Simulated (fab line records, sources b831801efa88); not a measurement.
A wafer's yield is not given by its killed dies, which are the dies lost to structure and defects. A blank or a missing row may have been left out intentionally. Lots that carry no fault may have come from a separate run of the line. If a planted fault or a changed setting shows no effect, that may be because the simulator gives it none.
Which of the tools did it?	flow sky130	route of 708 steps, sampled at 1 step: 14 lots, 42 wafers

WHAT EACH GAUGE READ, for each wafer
SKY_METAL4_CD_MEAS_13: target cd 300 nm. Usual: cd-nm at 300.4 nm, with a standard deviation of 1.2.
lot	measured	on	cd-nm (nm)	flag
L388	day 41 17:08	cd-sem-01	301.5 300.1 299.8	
L389	day 41 17:33	cd-sem-02	302.1 301.3 301.3	
L391	day 42 13:44	cd-sem-01	299.5 300.7 300.0	
L392	day 43 08:27	cd-sem-02	298.3 296.1 298.3	
L394	day 43 13:41	cd-sem-01	300.8 301.2 300.1	
L395	day 43 18:41	cd-sem-02	301.9 303.3 301.7	
L398	day 45 00:17	cd-sem-02	300.4 301.0 300.6	
L400	day 45 00:38	cd-sem-02	299.9 300.2 300.4	
L401	day 45 13:17	cd-sem-01	302.1 300.5 299.1	
L402	day 45 19:27	cd-sem-01	300.9 300.6 300.8	
L404	day 46 07:37	cd-sem-02	300.7 301.5 301.7	
L406	day 46 17:46	cd-sem-01	300.3 300.1 300.2	
L410	day 47 12:11	cd-sem-01	300.9 301.0 299.4	
L411	day 47 23:36	cd-sem-01	299.5 299.9 301.6	

WHAT TOOL EACH LOT RAN ON (gives the tool, then ch and the chambers of the sampled wafers, and finally the start)
The record shows no process step preceding these readings.

AS READ BY THE TOOLS THEMSELVES (means over the sampled wafers that have a number; for cases with no such wafer, the mark the record gives instead)
The record holds no such reading with a usual standard deviation.

THE ANSWER, worked out from the rows above alone
Rule: lot off if the mean of its wafers having a number is beyond 3 standard deviations from the usual mean. A lot without any number at a reading at which 4 lots or more have one is off too. Any other lot the step has rows for is counted as sound. The gauges are gone through in route order, then the tools' own readings, and for those a lot's mean is taken as printed above. At the first step where some lot is off, the reading lying furthest off is the one used; lots without a number count as furthest.
No lot is off at any reading shown: from this, nothing can be told.

WHAT HAD BEEN PUT IN BY THE SIMULATOR
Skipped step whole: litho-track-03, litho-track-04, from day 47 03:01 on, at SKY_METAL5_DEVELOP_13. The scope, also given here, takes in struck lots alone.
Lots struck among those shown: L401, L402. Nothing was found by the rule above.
